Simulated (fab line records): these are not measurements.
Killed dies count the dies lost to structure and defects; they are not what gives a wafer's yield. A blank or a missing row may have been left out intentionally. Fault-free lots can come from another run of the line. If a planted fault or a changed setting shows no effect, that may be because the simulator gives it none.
A struck lot beside a sound one ; flow sky130 ; 15 out of 708 route steps
Sound: wafers L282.1, L282.3, L282.5. Struck: wafer L297.5; the same lot's L297.6 was not struck, so it is left out; see the end for the cause.
At each step with rows: each side's tool, then ch and its chambers, then its first start. Under that, the readings that differ: sound wafers ; struck wafers ; difference of the means ; sigmas: that difference in standard deviations of wafers without a fault.
alike: readings with means less than 2 such deviations apart, plus words and numbers identical on both sides. not compared: withheld readings, readings lacking a value on some wafer, bounds such as >300 that could conceal the same value, and numbers that have no deviation in the record and whose values overlap.
Wherever a step has rows on one side only, a row that says differs or no value, or a row with sigmas, the two part there. When numbers do not overlap yet have no deviation, they are printed without sigmas and do not part them. A reading that every wafer of one side lacks parts them only if that side has two wafers or more.

first, 5 steps without rows for these wafers: SKY_LI_CONTACT_COAT_07 (resist thk 450 nm); SKY_LI_CONTACT_SOFTBAKE_08 (time 90 s); SKY_LI_CONTACT_EXPOSE_09 (exposes mask LICM1, target cd 170 nm); SKY_LI_CONTACT_PEB_10; SKY_LI_CONTACT_DEVELOP_11 (develop time 60 s).
SKY_LI_CONTACT_CD_MEAS_12: target cd 170 nm.
  struck on cd-sem-02, day 36 11:21; sound on cd-sem-02, day 31 19:13
  alike: cd-nm
SKY_LI_CONTACT_OVL_MEAS_13:
  struck on overlay-02, day 36 11:25; sound on overlay-01, day 31 19:20
  alike: LI_CONTACT_OVL
SKY_LI_CONTACT_ETCH_14: etches BARC in N2/H2, stops on SiO2, time 45.9 s, target depth 60 nm.
  sound on rie-diel-02 ch 0,2,3, day 31 19:22; struck on rie-diel-01 ch 0, day 36 11:27
  alike: bias-w, chamber-pressure-mTorr, drypump-motor-current-A, oes-product-au, throttle-valve-pct
  not compared: rf-hours-counter-h
SKY_LI_CONTACT_ETCH_15: etches PSG in C4F8/O2/Ar, stops on Si, target depth 600 nm.
  sound on rie-diel-02 ch 0,2,3, day 31 19:25; struck on rie-diel-01 ch 0, day 36 11:31
  alike: bias-w, chamber-pressure-mTorr, oes-product-au
SKY_LI_CONTACT_STRIP_16: strips in O2/N2.
  sound on plasma-asher-04 ch 0,1, day 31 19:29; struck on plasma-asher-04 ch 1, day 36 11:37
  alike: chamber-pressure-mTorr, drypump-motor-current-A, o2-flow-sccm, oes-product-au, strip-time-to-endpoint-s
  not compared: rf-hours-counter-h
then, 2 steps without rows for these wafers: SKY_LI_CONTACT_CLEAN_17 (cleans in NMP, time 600 s); SKY_LI_CONTACT_PRE_CLEAN_18 (time 5.6 s).
SKY_LI_CONTACT_SPUTTER_19: material Ti, target thk 20 nm, time 106.37 s.
  struck on pvd-sputter-03, day 36 11:54; sound on pvd-sputter-04, day 31 19:47
reading;sound;struck;difference;sigmas
throttle-valve-pct (%);29.1 28.5 29.7;32.0;+2.9;+2
model.Ti_of_LI_CONTACT_SPUTTER_19.thk-nm (nm);20.26 20.34 20.32;32.49;+12.18;
SKY_LI_CONTACT_SPUTTER_20: material TiN, target thk 20 nm, time 80 s.
  struck on pvd-sputter-03, day 36 11:58; sound on pvd-sputter-04, day 31 19:52
  alike: throttle-valve-pct
-- a jump in the record: the struck wafers' starts before and after are 14 days apart (it breaks off in module LI_CONTACT and resumes in module PAD_OPEN, where the first step shown is number 708 of the route) --
SKY_PAD_OPEN_PROBE_99:
  struck on prober-02, day 50 22:20; sound on prober-02, day 47 20:20
reading;sound;struck;difference;sigmas
killed-short;23 30 39;52;+21;+3
  alike: killed_at_M0_to_M3, killed_at_M4_up, killed-at-contacts, killed-at-front-end, killed-at-other, killed-dies, killed-open

WHERE THEY PART
First at SKY_LI_CONTACT_SPUTTER_19; last, within this record, at SKY_PAD_OPEN_PROBE_99.

WHY: whatever the simulator had introduced
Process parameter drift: pvd-sputter-03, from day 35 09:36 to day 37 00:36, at SKY_LI_CONTACT_SPUTTER_19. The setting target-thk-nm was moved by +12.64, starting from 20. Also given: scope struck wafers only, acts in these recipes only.
